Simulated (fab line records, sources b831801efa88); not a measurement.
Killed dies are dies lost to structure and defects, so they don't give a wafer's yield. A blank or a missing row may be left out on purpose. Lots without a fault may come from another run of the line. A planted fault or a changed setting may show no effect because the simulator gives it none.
Which tool did it? | flow sky130 | 7 lots, 21 wafers sampled, at 3 steps of a route of 708

WHAT THE GAUGES READ, wafer by wafer
SKY_PWDE_TW_MEAS_10.
lot  | measured    | on            | PWDE_TW
L323 | day 4 02:32 | film_metro-04 | 368.9 368.2 369.8
L325 | day 4 13:34 | film_metro-03 | 375.3 374.5 375.1
L327 | day 5 00:54 | film_metro-01 | 375.3 376.3 377.6
L329 | day 5 12:58 | film_metro-01 | 375.2 377.0 375.8
L331 | day 5 21:21 | film_metro-03 | 374.9 374.7 373.9
L340 | day 8 02:51 | film_metro-04 | 29.9 373.0 371.4
L344 | day 8 22:14 | film_metro-01 | 374.1 374.8 376.4

WHICH TOOL RAN EACH LOT (tool, then ch and the chambers of the sampled wafers, then the start)
lot  | SKY_FIELD_ISO_ETCH_14             | SKY_PWDE_DEVELOP_06
L323 | rie_diel-04 ch 0,3, day 2 09:17   | litho_track-02 ch 0, day 4 02:00
L325 | rie_diel-03 ch 1,3, day 2 20:23   | litho_track-02 ch 0, day 4 13:00
L327 | rie_diel-04 ch 0,1,2, day 3 07:13 | litho_track-01 ch 0, day 5 00:00
L329 | rie_diel-04 ch 0,1,3, day 3 18:50 | litho_track-04 ch 0, day 5 12:00
L331 | rie_diel-02 ch 2,3, day 4 03:20   | litho_track-01 ch 0, day 5 20:00
L340 | rie_diel-04 ch 0,3, day 6 02:32   | litho_track-01 ch 0, day 8 02:00
L344 | rie_diel-02 ch 1,2, day 6 23:11   | litho_track-02 ch 0, day 8 21:00
- SKY_FIELD_ISO_ETCH_14: etches BARC in N2/H2, stops on SiO2, time 45.9 s, target depth 60 nm.
- SKY_PWDE_DEVELOP_06: develop time 60 s.

THE ANSWER, worked out from the rows above alone
Rule: what is usual is taken from the lots themselves. Put in order of their means at a reading, lots are off if they are a third of the lots or fewer, leave a main group of 4 or more, and stand apart from it by a gap of 3 or more times the standard deviation of the main group's means; of several such gaps the widest counts. A main group whose means are all the same, to the digits that the tables above print for the reading, isn't used. A lot without any number at a reading at which 4 lots or more have one is off too. The other lots that the step has rows for count as sound.
Off: L340, at SKY_PWDE_TW_MEAS_10 (PWDE_TW). The main group: mean 374.3, standard deviation 2.5.
A tool fits if, at a process step before that reading, it ran every lot that is off, and no sound lot after the first of them. The gauges at SKY_PWDE_TW_MEAS_10 are tried like those tools. Can't be told from this: 3 tools fit, rie_diel-04 at SKY_FIELD_ISO_ETCH_14, litho_track-01 at SKY_PWDE_DEVELOP_06, film_metro-04 at SKY_PWDE_TW_MEAS_10.

WHAT THE SIMULATOR HAD PUT IN
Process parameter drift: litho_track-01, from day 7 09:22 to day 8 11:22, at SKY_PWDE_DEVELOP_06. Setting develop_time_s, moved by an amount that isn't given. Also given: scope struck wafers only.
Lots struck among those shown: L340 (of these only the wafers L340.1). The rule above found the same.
